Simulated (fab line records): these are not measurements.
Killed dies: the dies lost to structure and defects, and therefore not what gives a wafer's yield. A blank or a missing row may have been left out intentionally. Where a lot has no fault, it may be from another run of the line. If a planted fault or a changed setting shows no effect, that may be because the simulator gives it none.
Which tool is to blame? | flow sky130 | 13 lots with 39 wafers sampled at 3 steps, on a route of 708 steps

WHAT EACH GAUGE READ, for each wafer
SKY_VT_ADJUST_LVTN_TW_MEAS_21.
lot  | measured     | on            | VT_ADJUST_LVTN_2_TW
L488 | day 7 17:15  | film-metro-03 | 187.8 187.7 187.2
L490 | day 8 05:41  | film-metro-02 | 190.0 190.8 188.7
L491 | day 8 11:54  | film-metro-01 | 190.4 191.1 190.9
L492 | day 8 23:40  | film-metro-01 | 191.4 191.6 191.4
L493 | day 9 01:47  | film-metro-03 | 186.7 187.2 187.5
L496 | day 10 00:45 | film-metro-02 | 189.9 190.7 190.0
L497 | day 10 11:01 | film-metro-02 | 190.3 191.0 189.7
L498 | day 10 12:45 | film-metro-01 | 191.1 189.9 191.3
L499 | day 10 21:44 | film-metro-03 | 186.3 186.6 187.1
L500 | day 11 00:35 | film-metro-01 | 193.7 192.7 192.8
L501 | day 11 06:29 | film-metro-02 | 190.5 190.2 191.0
L508 | day 14 09:36 | film-metro-02 | 190.4 190.6 190.9
L511 | day 14 21:52 | film-metro-03 | 185.6 187.2 185.8

SKY_VT_ADJUST_HVTR_CD_MEAS_07 targets a cd of 380 nm.
lot  | measured     | on        | cd-nm (nm)
L488 | day 9 09:29  | cd-sem-01 | 384.4 385.6 384.2
L490 | day 10 00:29 | cd-sem-02 | 385.5 387.0 388.8
L491 | day 10 06:48 | cd-sem-01 | 377.4 379.3 377.7
L492 | day 10 19:14 | cd-sem-02 | 380.6 381.9 381.1
L493 | day 10 21:46 | cd-sem-01 | 377.9 377.5 379.2
L496 | day 11 22:29 | cd-sem-01 | 376.5 374.2 377.1
L497 | day 12 09:31 | cd-sem-02 | 379.8 379.7 383.2
L498 | day 12 10:59 | cd-sem-01 | 381.4 382.0 380.7
L499 | day 12 21:04 | cd-sem-01 | 383.8 383.8 382.6
L500 | day 12 23:28 | cd-sem-01 | 376.1 376.3 376.5
L501 | day 13 06:47 | cd-sem-01 | 380.2 382.1 378.8
L508 | day 16 15:30 | cd-sem-01 | 381.7 385.1 386.8
L511 | day 17 04:29 | cd-sem-02 | 379.8 378.0 378.2

WHICH TOOL RAN EACH LOT (tool, then ch and the chambers of the sampled wafers, then the start)
lot  | SKY_VT_ADJUST_LVTN_STRIP_09
L488 | plasma-asher-01 ch 0,1, day 6 22:18
L490 | plasma-asher-04 ch 0,1, day 7 10:20
L491 | plasma-asher-04 ch 0,1, day 7 16:11
L492 | plasma-asher-03 ch 0,1, day 8 03:42
L493 | plasma-asher-04 ch 0,1, day 8 05:17
L496 | plasma-asher-01 ch 0,1, day 9 02:35
L497 | plasma-asher-04 ch 0,1, day 9 12:29
L498 | plasma-asher-04 ch 1, day 9 14:33
L499 | plasma-asher-04 ch 0,1, day 9 22:53
L500 | plasma-asher-04 ch 0,1, day 10 02:26
L501 | plasma-asher-04 ch 0,1, day 10 08:12
L508 | plasma-asher-03 ch 0,1, day 13 07:06
L511 | plasma-asher-03 ch 1, day 13 18:56
- SKY_VT_ADJUST_LVTN_STRIP_09: strips in O2/N2.

WHAT THE TOOLS THEMSELVES READ (means of the sampled wafers that have a number; where no wafer has one, the mark that the record gives instead)
SKY_VT_ADJUST_LVTN_STRIP_09.
lot  | tool            | drypump-motor-current-A (A) | oes-product-au (a.u.) | strip-time-to-endpoint-s (s)
L488 | plasma-asher-01 | 5.62                        | 0.722                 | 37.03
L490 | plasma-asher-04 | 5.65                        | 0.717                 | 36.90
L491 | plasma-asher-04 | 5.81                        | 0.722                 | 36.92
L492 | plasma-asher-03 | 5.83                        | 0.726                 | 36.92
L493 | plasma-asher-04 | 5.67                        | 0.722                 | 36.86
L496 | plasma-asher-01 | 5.44                        | 0.718                 | 36.78
L497 | plasma-asher-04 | 5.82                        | 0.722                 | 36.79
L498 | plasma-asher-04 | 5.94                        | 0.723                 | 36.91
L499 | plasma-asher-04 | 5.80                        | 0.725                 | 36.92
L500 | plasma-asher-04 | 5.66                        | 0.720                 | 36.81
L501 | plasma-asher-04 | 5.83                        | 0.722                 | 36.73
L508 | plasma-asher-03 | 5.84                        | 0.721                 | 36.85
L511 | plasma-asher-03 | 5.68                        | 0.725                 | 36.89

THE ANSWER, worked out from the rows above alone
Rule: the lots themselves supply what counts as usual. Put in order of their means at a reading, lots are off if they are a third of the lots or fewer, leave a main group of 4 or more, and stand apart from it by a gap of 3 or more times the standard deviation of the main group's means; of several such gaps the widest counts. A main group is skipped when, at the precision printed for the reading in the tables above, its means are all equal. Also off: a lot with no number at a reading for which 4 or more lots have one. All remaining lots with rows at the step are treated as sound. Order of review: gauges by route order, followed by the tools' own readings, for which a lot's mean as printed above is used. At the first step where some lot is off, the reading lying furthest off is the one used; lots without a number count as furthest.
None of the lots is off at any reading shown; this tells nothing.

WHAT HAD BEEN PUT IN BY THE SIMULATOR
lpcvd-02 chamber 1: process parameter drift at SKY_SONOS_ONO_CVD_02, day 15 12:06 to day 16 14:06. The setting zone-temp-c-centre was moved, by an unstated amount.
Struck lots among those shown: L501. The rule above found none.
